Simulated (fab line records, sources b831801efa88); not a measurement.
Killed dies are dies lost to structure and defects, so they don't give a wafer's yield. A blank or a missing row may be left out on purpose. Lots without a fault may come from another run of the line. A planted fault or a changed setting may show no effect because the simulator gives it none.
Which tool did it? | flow sky130 | 24 lots, 72 wafers sampled, at 2 steps of a route of 708

WHAT THE GAUGES READ, wafer by wafer
SKY_LDD_LDN_OVL_MEAS_07.
lot  | measured     | on         | LDD_LDN_OVL (nm)
L074 | day 23 12:04 | overlay-02 | 0.5 1.1 1.8
L075 | day 23 15:25 | overlay-02 | 2.3 0.8 0.4
L076 | day 23 18:28 | overlay-01 | -1.1 -1.0 -1.1
L077 | day 23 23:06 | overlay-01 | 0.1 -0.4 2.3
L078 | day 24 03:49 | overlay-01 | 1.3 1.4 0.5
L080 | day 25 03:31 | overlay-01 | -0.1 1.0 -0.5
L079 | day 25 05:49 | overlay-02 | -0.2 0.4 1.4
L081 | day 25 09:02 | overlay-02 | 1.6 1.9 1.3
L082 | day 25 18:53 | overlay-02 | 0.6 1.9 2.1
L083 | day 26 04:07 | overlay-02 | 1.2 2.5 0.6
L084 | day 26 20:43 | overlay-01 | 1.6 1.2 1.3
L085 | day 27 07:58 | overlay-01 | 0.1 0.7 1.1
L086 | day 27 10:25 | overlay-01 | 0.5 0.3 -0.2
L087 | day 27 21:16 | overlay-01 | 2.1 1.8 1.4
L088 | day 27 23:54 | overlay-01 | 0.3 2.6 1.2
L089 | day 28 04:49 | overlay-02 | -0.1 0.6 -1.7
L090 | day 28 14:13 | overlay-01 | -1.0 -2.3 -2.3
L091 | day 28 20:04 | overlay-02 | 0.1 1.1 0.1
L092 | day 29 11:46 | overlay-01 | 0.7 1.1 0.1
L093 | day 29 18:17 | overlay-02 | 1.1 0.7 1.0
L094 | day 29 20:58 | overlay-01 | -0.6 0.2 -1.3
L095 | day 29 21:52 | overlay-02 | 0.3 -0.1 1.6
L096 | day 30 06:52 | overlay-01 | 0.6 1.0 1.8
L097 | day 30 22:12 | overlay-02 | -0.4 -0.2 -1.4

SKY_SD_P_TW_MEAS_11.
lot  | measured     | on            | SD_P_TW
L074 | day 26 01:47 | film_metro-01 | 2885 2877 2877
L075 | day 26 04:17 | film_metro-01 | 2877 2890 2874
L076 | day 26 09:26 | film_metro-01 | 2885 2888 2881
L077 | day 26 12:14 | film_metro-03 | 2843 2850 2871
L078 | day 26 16:13 | film_metro-01 | 2878 2890 2881
L080 | day 27 15:53 | film_metro-04 | 2836 2824 2832
L079 | day 27 17:34 | film_metro-01 | 2853 2861 2853
L081 | day 27 22:17 | film_metro-03 | 2854 2841 2866
L082 | day 28 06:26 | film_metro-03 | 2881 2891 2888
L083 | day 28 16:37 | film_metro-04 | 2859 2838 2866
L084 | day 29 08:01 | film_metro-03 | 2865 2850 2867
L085 | day 29 20:13 | film_metro-03 | 2862 2857 2859
L086 | day 29 23:51 | film_metro-04 | 2869 2860 2859
L087 | day 30 06:35 | film_metro-03 | 2891 2889 2898
L088 | day 30 10:28 | film_metro-01 | 2873 2875 2885
L089 | day 30 15:13 | film_metro-01 | 2866 2888 2855
L090 | day 31 01:28 | film_metro-03 | 2880 2875 2889
L091 | day 31 05:50 | film_metro-03 | 2865 2877 2870
L092 | day 31 21:44 | film_metro-01 | 2868 2865 2852
L093 | day 32 05:42 | film_metro-01 | 2876 2872 2869
L094 | day 32 07:20 | film_metro-01 | 2891 2876 2877
L095 | day 32 10:44 | film_metro-04 | 2836 2836 2816
L096 | day 32 17:50 | film_metro-01 | 2868 2871 2874
L097 | day 33 06:58 | film_metro-03 | 2882 2880 2873

WHICH TOOL RAN EACH LOT (tool, then ch and the chambers of the sampled wafers, then the start)
The record holds no process step before these readings.

WHAT THE TOOLS THEMSELVES READ (means of the sampled wafers that have a number; where no wafer has one, the mark that the record gives instead)
The record holds no such reading with a usual standard deviation.

THE ANSWER, worked out from the rows above alone
Rule: what is usual is taken from the lots themselves. Put in order of their means at a reading, lots are off if they are a third of the lots or fewer, leave a main group of 4 or more, and stand apart from it by a gap of 3 or more times the standard deviation of the main group's means; of several such gaps the widest counts. A main group whose means are all the same, to the digits that the tables above print for the reading, isn't used. A lot without any number at a reading at which 4 lots or more have one is off too. The other lots that the step has rows for count as sound. The gauges are gone through in route order, then the tools' own readings, and for those a lot's mean is taken as printed above. The first step at which some lot is off is used, and at that step the reading that is off furthest; a lot without a number counts as furthest.
No lot is off at any reading shown: from this, nothing can be told.

WHAT THE SIMULATOR HAD PUT IN
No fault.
